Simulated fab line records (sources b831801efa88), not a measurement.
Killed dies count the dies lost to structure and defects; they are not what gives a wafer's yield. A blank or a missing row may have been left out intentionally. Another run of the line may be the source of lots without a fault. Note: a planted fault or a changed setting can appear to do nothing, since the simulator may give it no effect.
fab line records || flow sky130 || part 2 of 2: steps 26 to 34 of 34
record: {"lots": 5, "wafers": 15, "lastDay": 50}
route steps=708 shown METAL5@662 PASSIVATION@681 PAD_OPEN@694
lots that met no fault: taken from a fault-free run of the same line
startH: the number of hours between the record's first day and the start of the first shown wafer of the lot || waitH: hours from the lot's prior step to this one || " same as the row above || L1.1+2: several wafers, shown together as one row || - no value present, or no start provided || * or withheld: withheld || < > ~ a bound
route shown NAME@n: NAME is a module with steps in the file, n the number in the route of the first one || usual: mean and standard deviation over wafers with no fault || same: alike in all rows || chamber/n: place in a boat || sites: per-site readings || _std_site: how widely they spread, as a standard deviation || _edge_site: inner sites' mean taken away from outer sites' mean || radiusMm: how far each site lies from the wafer's centre || mask NAME#n: copy n || behind: the most recent tool/chamber to have shaped the wafer || hold: why the lot went on hold/how many hours it stayed there/how the hold came to an end || device: which transistor (n, p or np) failed to switch || end of line: the tests these same wafers got at the end of their route || a step without rows: its recipe alone || killed: count of dies lost to structure and defects at first sort (not the wafer's yield) || map: a wafer's dies, x killed, . not, _ none there
set.NAME: the setting that was run; set.NAME@STEP: the one run at that earlier step || model.NAME: the simulator's own value behind a step, which no gauge read
lots at selected steps of the route; one table per step, one row per wafer
services: when a tool's chamber went out of use (startH, in hours from the record's first day, below 0 if earlier), for how many hours, and the reason
== steps ==
step: SKY_PASSIVATION_COAT_06
recipe: {"spinRpm": 2000, "resistThkNm": 3000}
usual: {"dispensePressureKPa": "51.8/2.3", "exhaustPa": "45.0/0.93"}
{"lot.wafer": "L086.3", "tool": "lithoTrack-04", "chamber": 0, "startH": 1114.58, "waitH": 0.1, "dispensePressureKPa": 55.1, "exhaustPa": 43.8}
{"lot.wafer": "L086.4", "tool": "lithoTrack-04", "chamber": 0, "startH": 1114.58, "waitH": 0.1, "dispensePressureKPa": 55.1, "exhaustPa": 45.5}
{"lot.wafer": "L086.6", "tool": "lithoTrack-04", "chamber": 0, "startH": 1114.58, "waitH": 0.1, "dispensePressureKPa": 55.1, "exhaustPa": 45.1}
{"lot.wafer": "L088.3", "tool": "lithoTrack-04", "chamber": 0, "startH": 1126.73, "waitH": 0.1, "dispensePressureKPa": 55.1, "exhaustPa": 44.7}
{"lot.wafer": "L088.5", "tool": "lithoTrack-04", "chamber": 0, "startH": 1126.73, "waitH": 0.1, "dispensePressureKPa": 55.1, "exhaustPa": 44.8}
{"lot.wafer": "L088.6", "tool": "lithoTrack-04", "chamber": 0, "startH": 1126.73, "waitH": 0.1, "dispensePressureKPa": 55.1, "exhaustPa": 45.0}
{"lot.wafer": "L089.1", "tool": "lithoTrack-02", "chamber": 0, "startH": 1134.07, "waitH": 0.1, "dispensePressureKPa": 52.3, "exhaustPa": 44.1}
{"lot.wafer": "L089.3", "tool": "lithoTrack-02", "chamber": 0, "startH": 1134.07, "waitH": 0.1, "dispensePressureKPa": 52.3, "exhaustPa": 43.1}
{"lot.wafer": "L089.6", "tool": "lithoTrack-02", "chamber": 0, "startH": 1134.07, "waitH": 0.1, "dispensePressureKPa": 52.3, "exhaustPa": 43.8}
{"lot.wafer": "L093.3", "tool": "lithoTrack-01", "chamber": 0, "startH": 1152.71, "waitH": 0.1, "dispensePressureKPa": 49.4, "exhaustPa": 44.4}
{"lot.wafer": "L093.4", "tool": "lithoTrack-01", "chamber": 0, "startH": 1152.71, "waitH": 0.1, "dispensePressureKPa": 49.5, "exhaustPa": 46.1}
{"lot.wafer": "L093.6", "tool": "lithoTrack-01", "chamber": 0, "startH": 1152.71, "waitH": 0.1, "dispensePressureKPa": 49.5, "exhaustPa": 45.0}
{"lot.wafer": "L096.1", "tool": "lithoTrack-04", "chamber": 0, "startH": 1168.83, "waitH": 0.1, "dispensePressureKPa": 55.2, "exhaustPa": 44.2}
{"lot.wafer": "L096.4", "tool": "lithoTrack-04", "chamber": 0, "startH": 1168.83, "waitH": 0.1, "dispensePressureKPa": 55.2, "exhaustPa": 43.2}
{"lot.wafer": "L096.6", "tool": "lithoTrack-04", "chamber": 0, "startH": 1168.83, "waitH": 0.1, "dispensePressureKPa": 55.1, "exhaustPa": 44.9}
step: SKY_PASSIVATION_SOFTBAKE_07
recipe: {"tempC": 110, "timeS": "withheld"}
usual: {"exhaustPa": "44.8/0.83"}
{"lot.wafer": "L086.3", "tool": "lithoTrack-04", "chamber": 0, "startH": 1114.75, "waitH": 0.1, "exhaustPa": 44.4}
{"lot.wafer": "L086.4", "tool": "lithoTrack-04", "chamber": 0, "startH": 1114.75, "waitH": 0.1, "exhaustPa": 45.6}
{"lot.wafer": "L086.6", "tool": "lithoTrack-04", "chamber": 0, "startH": 1114.75, "waitH": 0.1, "exhaustPa": 45.6}
{"lot.wafer": "L088.3", "tool": "lithoTrack-04", "chamber": 0, "startH": 1126.90, "waitH": 0.1, "exhaustPa": 44.8}
{"lot.wafer": "L088.5", "tool": "lithoTrack-04", "chamber": 0, "startH": 1126.90, "waitH": 0.1, "exhaustPa": 45.6}
{"lot.wafer": "L088.6", "tool": "lithoTrack-04", "chamber": 0, "startH": 1126.90, "waitH": 0.1, "exhaustPa": 45.8}
{"lot.wafer": "L089.1", "tool": "lithoTrack-02", "chamber": 0, "startH": 1134.22, "waitH": 0.1, "exhaustPa": 44.5}
{"lot.wafer": "L089.3", "tool": "lithoTrack-02", "chamber": 0, "startH": 1134.22, "waitH": 0.1, "exhaustPa": 44.0}
{"lot.wafer": "L089.6", "tool": "lithoTrack-02", "chamber": 0, "startH": 1134.22, "waitH": 0.1, "exhaustPa": 45.3}
{"lot.wafer": "L093.3", "tool": "lithoTrack-01", "chamber": 0, "startH": 1152.87, "waitH": 0.1, "exhaustPa": 44.6}
{"lot.wafer": "L093.4", "tool": "lithoTrack-01", "chamber": 0, "startH": 1152.87, "waitH": 0.1, "exhaustPa": 45.1}
{"lot.wafer": "L093.6", "tool": "lithoTrack-01", "chamber": 0, "startH": 1152.87, "waitH": 0.1, "exhaustPa": 46.3}
{"lot.wafer": "L096.1", "tool": "lithoTrack-04", "chamber": 0, "startH": 1168.98, "waitH": 0.1, "exhaustPa": 45.4}
{"lot.wafer": "L096.4", "tool": "lithoTrack-04", "chamber": 0, "startH": 1168.98, "waitH": 0.1, "exhaustPa": 45.2}
{"lot.wafer": "L096.6", "tool": "lithoTrack-04", "chamber": 0, "startH": 1168.98, "waitH": 0.1, "exhaustPa": 44.8}
step: SKY_PASSIVATION_EXPOSE_08
recipe: {"maskId": "NSM", "targetCdNm": 3000, "na": 0.57, "doseMj": 260}
{"lot.wafer": "L086.3+4+6", "tool": "ilineStepper-02", "chamber": 0, "startH": "-", "waitH": "-", "mask": "NSM#0"}
{"lot.wafer": "L088.3+5+6", "tool": "ilineStepper-02", "chamber": 0, "startH": "-", "waitH": "-", "mask": "NSM#0"}
{"lot.wafer": "L089.1+3+6", "tool": "ilineStepper-01", "chamber": 0, "startH": "-", "waitH": "-", "mask": "NSM#0"}
{"lot.wafer": "L093.3+4+6", "tool": "ilineStepper-02", "chamber": 0, "startH": "-", "waitH": "-", "mask": "NSM#0"}
{"lot.wafer": "L096.1+4+6", "tool": "ilineStepper-01", "chamber": 0, "startH": "-", "waitH": "-", "mask": "NSM#0"}
step: SKY_PASSIVATION_PEB_09
recipe: {"tempC": 115, "timeS": "withheld"}
usual: {"exhaustPa": "44.8/0.81"}
{"lot.wafer": "L086.3", "tool": "lithoTrack-02", "chamber": 0, "startH": "-", "waitH": "-", "exhaustPa": 44.9}
{"lot.wafer": "L086.4", "tool": "lithoTrack-02", "chamber": 0, "startH": "-", "waitH": "-", "exhaustPa": 46.3}
{"lot.wafer": "L086.6", "tool": "lithoTrack-02", "chamber": 0, "startH": "-", "waitH": "-", "exhaustPa": 44.8}
{"lot.wafer": "L088.3", "tool": "lithoTrack-02", "chamber": 0, "startH": "-", "waitH": "-", "exhaustPa": 44.5}
{"lot.wafer": "L088.5", "tool": "lithoTrack-02", "chamber": 0, "startH": "-", "waitH": "-", "exhaustPa": 44.2}
{"lot.wafer": "L088.6", "tool": "lithoTrack-02", "chamber": 0, "startH": "-", "waitH": "-", "exhaustPa": 44.0}
{"lot.wafer": "L089.1", "tool": "lithoTrack-02", "chamber": 0, "startH": "-", "waitH": "-", "exhaustPa": 45.0}
{"lot.wafer": "L089.3", "tool": "lithoTrack-02", "chamber": 0, "startH": "-", "waitH": "-", "exhaustPa": 44.0}
{"lot.wafer": "L089.6", "tool": "lithoTrack-02", "chamber": 0, "startH": "-", "waitH": "-", "exhaustPa": 43.5}
{"lot.wafer": "L093.3", "tool": "lithoTrack-01", "chamber": 0, "startH": "-", "waitH": "-", "exhaustPa": 45.4}
{"lot.wafer": "L093.4", "tool": "lithoTrack-01", "chamber": 0, "startH": "-", "waitH": "-", "exhaustPa": 45.6}
{"lot.wafer": "L093.6", "tool": "lithoTrack-01", "chamber": 0, "startH": "-", "waitH": "-", "exhaustPa": 44.1}
{"lot.wafer": "L096.1", "tool": "lithoTrack-01", "chamber": 0, "startH": "-", "waitH": "-", "exhaustPa": 44.4}
{"lot.wafer": "L096.4", "tool": "lithoTrack-01", "chamber": 0, "startH": "-", "waitH": "-", "exhaustPa": 45.2}
{"lot.wafer": "L096.6", "tool": "lithoTrack-01", "chamber": 0, "startH": "-", "waitH": "-", "exhaustPa": 45.5}
step: SKY_PASSIVATION_DEVELOP_10
recipe: {"developTimeS": 60, "devTempC": 23}
usual: {"exhaustPa": "44.9/0.94"}
{"lot.wafer": "L086.3", "tool": "lithoTrack-02", "chamber": 0, "startH": "-", "waitH": "-", "exhaustPa": 45.2}
{"lot.wafer": "L086.4", "tool": "lithoTrack-02", "chamber": 0, "startH": "-", "waitH": "-", "exhaustPa": 45.3}
{"lot.wafer": "L086.6", "tool": "lithoTrack-02", "chamber": 0, "startH": "-", "waitH": "-", "exhaustPa": 45.2}
{"lot.wafer": "L088.3", "tool": "lithoTrack-02", "chamber": 0, "startH": "-", "waitH": "-", "exhaustPa": 44.3}
{"lot.wafer": "L088.5", "tool": "lithoTrack-02", "chamber": 0, "startH": "-", "waitH": "-", "exhaustPa": 45.4}
{"lot.wafer": "L088.6", "tool": "lithoTrack-02", "chamber": 0, "startH": "-", "waitH": "-", "exhaustPa": 45.5}
{"lot.wafer": "L089.1", "tool": "lithoTrack-02", "chamber": 0, "startH": "-", "waitH": "-", "exhaustPa": 43.9}
{"lot.wafer": "L089.3", "tool": "lithoTrack-02", "chamber": 0, "startH": "-", "waitH": "-", "exhaustPa": 43.6}
{"lot.wafer": "L089.6", "tool": "lithoTrack-02", "chamber": 0, "startH": "-", "waitH": "-", "exhaustPa": 44.5}
{"lot.wafer": "L093.3", "tool": "lithoTrack-01", "chamber": 0, "startH": "-", "waitH": "-", "exhaustPa": 45.3}
{"lot.wafer": "L093.4", "tool": "lithoTrack-01", "chamber": 0, "startH": "-", "waitH": "-", "exhaustPa": 46.5}
{"lot.wafer": "L093.6", "tool": "lithoTrack-01", "chamber": 0, "startH": "-", "waitH": "-", "exhaustPa": 45.7}
{"lot.wafer": "L096.1", "tool": "lithoTrack-01", "chamber": 0, "startH": "-", "waitH": "-", "exhaustPa": 46.3}
{"lot.wafer": "L096.4", "tool": "lithoTrack-01", "chamber": 0, "startH": "-", "waitH": "-", "exhaustPa": 46.5}
{"lot.wafer": "L096.6", "tool": "lithoTrack-01", "chamber": 0, "startH": "-", "waitH": "-", "exhaustPa": 45.1}
step: SKY_PASSIVATION_ETCH_11
recipe: {"chemistry": "CF4/O2", "targetDepthNm": 725, "stopOn": "AlCu", "sourceW": 800, "biasW": 150, "pressureMtorr": 150, "cf4FlowSccm": 80, "O2_flow_sccm": 10, "timeS": 161.1}
usual: {"cf4FlowSccm": "80.01/0.24", "drypumpMotorCurrentA": "5.6/0.33", "oesProductAu": "0.977/0.0079", "throttleValvePct": "5.964/0.0092"}
{"lot.wafer": "L086.3", "tool": "rieDiel-01", "chamber": 3, "startH": 1123.67, "waitH": "-", "cf4FlowSccm": 79.78, "drypumpMotorCurrentA": 5.6, "oesProductAu": 0.987, "rfHoursCounterH": 12, "throttleValvePct": 5.960}
{"lot.wafer": "L086.4", "tool": "rieDiel-01", "chamber": 0, "startH": 1123.67, "waitH": "-", "cf4FlowSccm": 79.78, "drypumpMotorCurrentA": 5.6, "oesProductAu": 0.980, "rfHoursCounterH": 12, "throttleValvePct": 5.962}
{"lot.wafer": "L086.6", "tool": "rieDiel-01", "chamber": 3, "startH": 1123.67, "waitH": "-", "cf4FlowSccm": 79.97, "drypumpMotorCurrentA": 5.6, "oesProductAu": 0.987, "rfHoursCounterH": "-", "throttleValvePct": 5.971}
{"lot.wafer": "L088.3", "tool": "rieDiel-03", "chamber": 2, "startH": 1136.92, "waitH": "-", "cf4FlowSccm": 80.33, "drypumpMotorCurrentA": 5.4, "oesProductAu": 0.965, "rfHoursCounterH": 18, "throttleValvePct": 5.963}
{"lot.wafer": "L088.5", "tool": "rieDiel-03", "chamber": 2, "startH": 1136.92, "waitH": "-", "cf4FlowSccm": 80.14, "drypumpMotorCurrentA": 5.4, "oesProductAu": 0.984, "rfHoursCounterH": "-", "throttleValvePct": 5.967}
{"lot.wafer": "L088.6", "tool": "rieDiel-03", "chamber": 3, "startH": 1136.92, "waitH": "-", "cf4FlowSccm": 79.69, "drypumpMotorCurrentA": 5.5, "oesProductAu": 0.979, "rfHoursCounterH": "-", "throttleValvePct": 5.981}
{"lot.wafer": "L089.1", "tool": "rieDiel-03", "chamber": 3, "startH": 1142.92, "waitH": "-", "cf4FlowSccm": 79.81, "drypumpMotorCurrentA": 5.5, "oesProductAu": 0.973, "rfHoursCounterH": 14, "throttleValvePct": 5.966}
{"lot.wafer": "L089.3", "tool": "rieDiel-03", "chamber": 2, "startH": 1142.92, "waitH": "-", "cf4FlowSccm": 80.43, "drypumpMotorCurrentA": 5.4, "oesProductAu": 0.968, "rfHoursCounterH": 18, "throttleValvePct": 5.949}
{"lot.wafer": "L089.6", "tool": "rieDiel-03", "chamber": 1, "startH": 1142.92, "waitH": "-", "cf4FlowSccm": 80.01, "drypumpMotorCurrentA": 5.0, "oesProductAu": 0.984, "rfHoursCounterH": "-", "throttleValvePct": 5.982}
{"lot.wafer": "L093.3", "tool": "rieDiel-04", "chamber": 1, "startH": 1161.46, "waitH": "-", "cf4FlowSccm": 80.29, "drypumpMotorCurrentA": 5.6, "oesProductAu": 0.974, "rfHoursCounterH": 21, "throttleValvePct": 5.961}
{"lot.wafer": "L093.4", "tool": "rieDiel-04", "chamber": 2, "startH": 1161.46, "waitH": "-", "cf4FlowSccm": 80.26, "drypumpMotorCurrentA": 5.6, "oesProductAu": 0.974, "rfHoursCounterH": 20, "throttleValvePct": 5.963}
{"lot.wafer": "L093.6", "tool": "rieDiel-04", "chamber": 0, "startH": 1161.46, "waitH": "-", "cf4FlowSccm": 80.32, "drypumpMotorCurrentA": 6.3, "oesProductAu": 0.974, "rfHoursCounterH": "-", "throttleValvePct": 5.960}
{"lot.wafer": "L096.1", "tool": "rieDiel-04", "chamber": 3, "startH": 1177.76, "waitH": "-", "cf4FlowSccm": 79.97, "drypumpMotorCurrentA": 6.1, "oesProductAu": 0.967, "rfHoursCounterH": 20, "throttleValvePct": 5.965}
{"lot.wafer": "L096.4", "tool": "rieDiel-04", "chamber": 2, "startH": 1177.76, "waitH": "-", "cf4FlowSccm": 79.51, "drypumpMotorCurrentA": 5.5, "oesProductAu": 0.970, "rfHoursCounterH": 21, "throttleValvePct": 5.967}
{"lot.wafer": "L096.6", "tool": "rieDiel-04", "chamber": 0, "startH": 1177.76, "waitH": "-", "cf4FlowSccm": 79.63, "drypumpMotorCurrentA": 6.3, "oesProductAu": 0.973, "rfHoursCounterH": "-", "throttleValvePct": 5.955}
step: SKY_PASSIVATION_STRIP_12
recipe: {"chemistry": "O2/N2", "powerW": 1400, "pressureMtorr": 1500, "platenTempC": "withheld", "overashFraction": 0.7, "o2FlowSccm": 3000, "n2FlowSccm": 300}
usual: {"drypumpMotorCurrentA": "6.1/0.59", "oesProductAu": "0.661/0.0045", "stripTimeToEndpointS": "31.52/0.17"}
{"lot.wafer": "L086.3", "tool": "plasmaAsher-04", "chamber": 1, "startH": 1123.81, "waitH": 0.1, "drypumpMotorCurrentA": 6.1, "oesProductAu": 0.667, "rfHoursCounterH": "-", "stripTimeToEndpointS": 31.44}
{"lot.wafer": "L086.4", "tool": "plasmaAsher-04", "chamber": 0, "startH": 1123.81, "waitH": 0.1, "drypumpMotorCurrentA": 6.6, "oesProductAu": 0.659, "rfHoursCounterH": "-", "stripTimeToEndpointS": 31.61}
{"lot.wafer": "L086.6", "tool": "plasmaAsher-04", "chamber": 1, "startH": 1123.81, "waitH": 0.1, "drypumpMotorCurrentA": 6.1, "oesProductAu": 0.657, "rfHoursCounterH": "-", "stripTimeToEndpointS": 31.38}
{"lot.wafer": "L088.3", "tool": "plasmaAsher-01", "chamber": 0, "startH": 1137.06, "waitH": 0.1, "drypumpMotorCurrentA": 5.4, "oesProductAu": 0.665, "rfHoursCounterH": "-", "stripTimeToEndpointS": 31.38}
{"lot.wafer": "L088.5", "tool": "plasmaAsher-01", "chamber": 1, "startH": 1137.06, "waitH": 0.1, "drypumpMotorCurrentA": 5.0, "oesProductAu": 0.656, "rfHoursCounterH": "-", "stripTimeToEndpointS": 31.36}
{"lot.wafer": "L088.6", "tool": "plasmaAsher-01", "chamber": 0, "startH": 1137.06, "waitH": 0.1, "drypumpMotorCurrentA": 5.4, "oesProductAu": 0.659, "rfHoursCounterH": "-", "stripTimeToEndpointS": 31.27}
{"lot.wafer": "L089.1", "tool": "plasmaAsher-02", "chamber": 0, "startH": 1143.02, "waitH": 0.1, "drypumpMotorCurrentA": 5.5, "oesProductAu": 0.654, "rfHoursCounterH": 40, "stripTimeToEndpointS": 31.46}
{"lot.wafer": "L089.3", "tool": "plasmaAsher-02", "chamber": 0, "startH": 1143.02, "waitH": 0.1, "drypumpMotorCurrentA": 5.5, "oesProductAu": 0.656, "rfHoursCounterH": "-", "stripTimeToEndpointS": 31.70}
{"lot.wafer": "L089.6", "tool": "plasmaAsher-02", "chamber": 1, "startH": 1143.02, "waitH": 0.1, "drypumpMotorCurrentA": 6.7, "oesProductAu": 0.667, "rfHoursCounterH": "-", "stripTimeToEndpointS": 31.45}
{"lot.wafer": "L093.3", "tool": "plasmaAsher-02", "chamber": 0, "startH": 1161.60, "waitH": 0.1, "drypumpMotorCurrentA": 5.5, "oesProductAu": 0.660, "rfHoursCounterH": "-", "stripTimeToEndpointS": 31.58}
{"lot.wafer": "L093.4", "tool": "plasmaAsher-02", "chamber": 1, "startH": 1161.60, "waitH": 0.1, "drypumpMotorCurrentA": 6.7, "oesProductAu": 0.662, "rfHoursCounterH": "-", "stripTimeToEndpointS": 31.75}
{"lot.wafer": "L093.6", "tool": "plasmaAsher-02", "chamber": 0, "startH": 1161.60, "waitH": 0.1, "drypumpMotorCurrentA": 5.5, "oesProductAu": 0.661, "rfHoursCounterH": "-", "stripTimeToEndpointS": 31.62}
{"lot.wafer": "L096.1", "tool": "plasmaAsher-02", "chamber": 0, "startH": 1177.86, "waitH": 0.1, "drypumpMotorCurrentA": 5.5, "oesProductAu": 0.664, "rfHoursCounterH": 44, "stripTimeToEndpointS": 31.72}
{"lot.wafer": "L096.4", "tool": "plasmaAsher-02", "chamber": 1, "startH": 1177.86, "waitH": 0.1, "drypumpMotorCurrentA": 6.7, "oesProductAu": 0.663, "rfHoursCounterH": "-", "stripTimeToEndpointS": 31.82}
{"lot.wafer": "L096.6", "tool": "plasmaAsher-02", "chamber": 1, "startH": 1177.86, "waitH": 0.1, "drypumpMotorCurrentA": 6.7, "oesProductAu": 0.664, "rfHoursCounterH": "-", "stripTimeToEndpointS": 31.90}
step: SKY_PAD_OPEN_DEHYDRATE_00
recipe: {"tempC": 200, "timeS": 60}
usual: {"exhaustPa": "45.1/0.81"}
{"lot.wafer": "L086.3", "tool": "lithoTrack-03", "chamber": 0, "startH": 1133.32, "waitH": 9.5, "exhaustPa": 44.5}
{"lot.wafer": "L086.4", "tool": "lithoTrack-03", "chamber": 0, "startH": 1133.32, "waitH": 9.5, "exhaustPa": 44.5}
{"lot.wafer": "L086.6", "tool": "lithoTrack-03", "chamber": 0, "startH": 1133.32, "waitH": 9.5, "exhaustPa": 45.4}
{"lot.wafer": "L088.3", "tool": "lithoTrack-03", "chamber": 0, "startH": 1145.37, "waitH": 8.3, "exhaustPa": 46.5}
{"lot.wafer": "L088.5", "tool": "lithoTrack-03", "chamber": 0, "startH": 1145.37, "waitH": 8.3, "exhaustPa": 45.6}
{"lot.wafer": "L088.6", "tool": "lithoTrack-03", "chamber": 0, "startH": 1145.37, "waitH": 8.3, "exhaustPa": 46.9}
{"lot.wafer": "L089.1", "tool": "lithoTrack-03", "chamber": 0, "startH": 1151.47, "waitH": 8.4, "exhaustPa": 44.5}
{"lot.wafer": "L089.3", "tool": "lithoTrack-03", "chamber": 0, "startH": 1151.47, "waitH": 8.4, "exhaustPa": 45.2}
{"lot.wafer": "L089.6", "tool": "lithoTrack-03", "chamber": 0, "startH": 1151.47, "waitH": 8.4, "exhaustPa": 44.7}
{"lot.wafer": "L093.3", "tool": "lithoTrack-01", "chamber": 0, "startH": 1169.41, "waitH": 7.8, "exhaustPa": 43.7}
{"lot.wafer": "L093.4", "tool": "lithoTrack-01", "chamber": 0, "startH": 1169.41, "waitH": 7.8, "exhaustPa": 46.6}
{"lot.wafer": "L093.6", "tool": "lithoTrack-01", "chamber": 0, "startH": 1169.41, "waitH": 7.8, "exhaustPa": 45.2}
{"lot.wafer": "L096.1", "tool": "lithoTrack-02", "chamber": 0, "startH": 1184.32, "waitH": 6.4, "exhaustPa": 45.4}
{"lot.wafer": "L096.4", "tool": "lithoTrack-02", "chamber": 0, "startH": 1184.32, "waitH": 6.4, "exhaustPa": 46.3}
{"lot.wafer": "L096.6", "tool": "lithoTrack-02", "chamber": 0, "startH": 1184.32, "waitH": 6.4, "exhaustPa": 45.7}
step: SKY_PAD_OPEN_HMDS_01
recipe: {"primeTimeS": 60, "primeTempC": 120}
usual: {"exhaustPa": "44.8/0.88"}
{"lot.wafer": "L086.3", "tool": "lithoTrack-03", "chamber": 0, "startH": 1133.47, "waitH": 0.1, "exhaustPa": 44.2}
{"lot.wafer": "L086.4", "tool": "lithoTrack-03", "chamber": 0, "startH": 1133.47, "waitH": 0.1, "exhaustPa": 43.8}
{"lot.wafer": "L086.6", "tool": "lithoTrack-03", "chamber": 0, "startH": 1133.47, "waitH": 0.1, "exhaustPa": 44.9}
{"lot.wafer": "L088.3", "tool": "lithoTrack-03", "chamber": 0, "startH": 1145.52, "waitH": 0.1, "exhaustPa": 45.8}
{"lot.wafer": "L088.5", "tool": "lithoTrack-03", "chamber": 0, "startH": 1145.52, "waitH": 0.1, "exhaustPa": 45.0}
{"lot.wafer": "L088.6", "tool": "lithoTrack-03", "chamber": 0, "startH": 1145.52, "waitH": 0.1, "exhaustPa": 44.5}
{"lot.wafer": "L089.1", "tool": "lithoTrack-03", "chamber": 0, "startH": 1151.62, "waitH": 0.1, "exhaustPa": 46.0}
{"lot.wafer": "L089.3", "tool": "lithoTrack-03", "chamber": 0, "startH": 1151.62, "waitH": 0.1, "exhaustPa": 44.5}
{"lot.wafer": "L089.6", "tool": "lithoTrack-03", "chamber": 0, "startH": 1151.62, "waitH": 0.1, "exhaustPa": 46.2}
{"lot.wafer": "L093.3", "tool": "lithoTrack-01", "chamber": 0, "startH": 1169.56, "waitH": 0.1, "exhaustPa": 43.0}
{"lot.wafer": "L093.4", "tool": "lithoTrack-01", "chamber": 0, "startH": 1169.56, "waitH": 0.1, "exhaustPa": 44.6}
{"lot.wafer": "L093.6", "tool": "lithoTrack-01", "chamber": 0, "startH": 1169.56, "waitH": 0.1, "exhaustPa": 42.3}
{"lot.wafer": "L096.1", "tool": "lithoTrack-02", "chamber": 0, "startH": 1184.47, "waitH": 0.1, "exhaustPa": 44.4}
{"lot.wafer": "L096.4", "tool": "lithoTrack-02", "chamber": 0, "startH": 1184.47, "waitH": 0.1, "exhaustPa": 44.5}
{"lot.wafer": "L096.6", "tool": "lithoTrack-02", "chamber": 0, "startH": 1184.47, "waitH": 0.1, "exhaustPa": 44.6}
== services ==
{"tool": "ilineStepper-01", "chamber": "-", "startH": 1062.79, "hours": 6.9, "kind": "repair"}
{"tool": "pvdSputter-02", "chamber": 3, "startH": 1083.71, "hours": "-", "kind": "consumableReplace:kit"}
{"tool": "pvdSputter-02", "chamber": 3, "startH": 1083.71, "hours": 18.0, "kind": "scheduledDown"}
{"tool": "pvdSputter-02", "chamber": 3, "startH": 1083.71, "hours": 18.0, "kind": "ventCycle"}
{"tool": "pecvd-04", "chamber": 0, "startH": 1086.05, "hours": 5.2, "kind": "repair"}
{"tool": "pvdSputter-02", "chamber": "-", "startH": 1087.78, "hours": 2.1, "kind": "repair"}
{"tool": "rieDiel-04", "chamber": 1, "startH": 1089.59, "hours": 3.3, "kind": "repair"}
{"tool": "rieDiel-04", "chamber": "-", "startH": 1091.22, "hours": 4.0, "kind": "pm"}
{"tool": "pecvd-01", "chamber": 2, "startH": 1115.62, "hours": 2.6, "kind": "repair"}
{"tool": "rieMetal-04", "chamber": 1, "startH": 1115.80, "hours": 2.5, "kind": "repair"}
{"tool": "pvdSputter-02", "chamber": "-", "startH": 1117.22, "hours": 2.3, "kind": "repair"}
{"tool": "rieMetal-04", "chamber": "-", "startH": 1122.62, "hours": 0.1, "kind": "repair"}
{"tool": "pvdSputter-01", "chamber": "-", "startH": 1134.04, "hours": 1.6, "kind": "repair"}
{"tool": "pecvd-02", "chamber": "-", "startH": 1140.67, "hours": 2.8, "kind": "pm"}
{"tool": "ilineStepper-02", "chamber": "-", "startH": 1155.55, "hours": 1.7, "kind": "pm"}
{"tool": "pvdSputter-02", "chamber": 2, "startH": 1163.24, "hours": "-", "kind": "consumableReplace:kit"}
{"tool": "pvdSputter-02", "chamber": 2, "startH": 1163.24, "hours": 18.0, "kind": "scheduledDown"}
{"tool": "plasmaAsher-03", "chamber": "-", "startH": 1163.56, "hours": 3.6, "kind": "repair"}
{"tool": "wetBench-03", "chamber": "-", "startH": 1170.26, "hours": 1.1, "kind": "repair"}
{"tool": "wetBench-03", "chamber": "-", "startH": 1173.42, "hours": 25.0, "kind": "repair"}
{"tool": "rieMetal-04", "chamber": "-", "startH": 1173.78, "hours": 0.3, "kind": "repair"}
{"tool": "pecvd-02", "chamber": 1, "startH": 1176.32, "hours": 14.7, "kind": "repair"}
{"tool": "rieMetal-03", "chamber": "-", "startH": 1180.98, "hours": 0.5, "kind": "repair"}
{"tool": "rieDiel-01", "chamber": 3, "startH": 1184.54, "hours": 4.9, "kind": "repair"}
